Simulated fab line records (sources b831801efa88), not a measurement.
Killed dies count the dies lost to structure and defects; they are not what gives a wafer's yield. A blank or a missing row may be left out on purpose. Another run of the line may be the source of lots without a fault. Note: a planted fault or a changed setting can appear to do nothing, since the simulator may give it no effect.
Code-filled problem report in 8D (eight disciplines) form	flow gf180mcu	the parts of the form that need people (team, actions taken, sign-off) are left out

1. WHAT IS WRONG
Across 3 wafers from 2 lots, V1_CVD_02_THK at GF_V1_THK_MEAS_03 averages 626 nm, while fault-free wafers read 847 nm with a standard deviation of 13. Relative to the usual mean, that is a shift of -17 standard deviations.
Seen first at day 23 10:22 on film metro-02, wafer L892.3. At this step, 36 wafers from 12 lots have a number in the record. By rule, "out" or "out of limits" means more than 4 standard deviations away from the usual mean. The other wafers with a number count as sound.

2. WHAT IT IS AND WHAT IT IS NOT
question	is	is not
which readings at this step	V1_CVD_02_THK	-
which lots	L892, L896	L876, L877, L878, L879, L880, L884, L885, L888, L890, L898
which wafers of those lots	L892.3, L896.3, L896.6	L892.1, L892.5, L896.1
read on which gauges	film metro-02	film metro-01
when	from day 23 10:22	up to then (29 sound wafers); but 4 sound wafers of L896, L898 came after

3. THE SUSPECTS, EACH WITH WHAT RULES IT OUT
Counting: if a tool at a process step up to the reading ran every lot that is out, it stays a suspect. Sound lots after the first of them don't rule it out here, since some wafers of a struck lot are sound.
- the gauge at GF_V1_THK_MEAS_03 has been ruled out. All the wafers that are out were read on film metro-02, but those of them that GF_V1_CMP_04 has rows for are out there too, on other tools.
- pecvd-04 at GF_V1_CVD_02 (deposits SiO2 from TEOS, target thk 850 nm, time 94.851 s): kept. Ran every lot that is out, first one L892 (day 23 10:17); last sound lot up to then L890 (day 22 20:29).
After counting, what remains is pecvd-04 at GF_V1_CVD_02.

4. THE CAUSE (what the simulator had put in)
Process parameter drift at GF_V1_CVD_02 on pecvd-04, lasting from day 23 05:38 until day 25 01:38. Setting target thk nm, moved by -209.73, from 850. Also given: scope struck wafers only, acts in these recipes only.
Only this tool survived the counting.

5. THE CHAIN OF EFFECTS, in route order
One row per reading whose mean, taken over the struck wafers that have a number, lies over 3 standard deviations from the usual. Scope: only readings with a usual standard deviation given in the record; hours: median across lots of the time from each lot's start at the first step in this table that gives one to its start at this step; sigmas: change in usual standard deviations.
hours	step	reading	usual	on struck wafers	change	sigmas
0	GF_V1_THK_MEAS_03	V1_CVD_02_THK	847 nm	626	-221	-17
0	GF_V1_CMP_04	time to endpoint s	80 s	53	-27	-4.4
The process steps in it:
- GF_V1_CMP_04: polishes SiO2.

6. HOW IT WOULD HAVE BEEN CAUGHT EARLIER
Counted from the fault's start at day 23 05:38, it took 5 hours until the first out-of-limits reading at a measuring or inspecting step in this record, taken at day 23 10:22.
Of the tool readings at GF_V1_CVD_02 for which the record gives a usual standard deviation, none was out on any struck wafer, so an alarm limit of 4 standard deviations on them would not have fired.
Of the lots that are out (2), L896 began GF_V1_CVD_02 on pecvd-04 after day 23 10:22. A tool hold placed at that time would have kept it from harm.
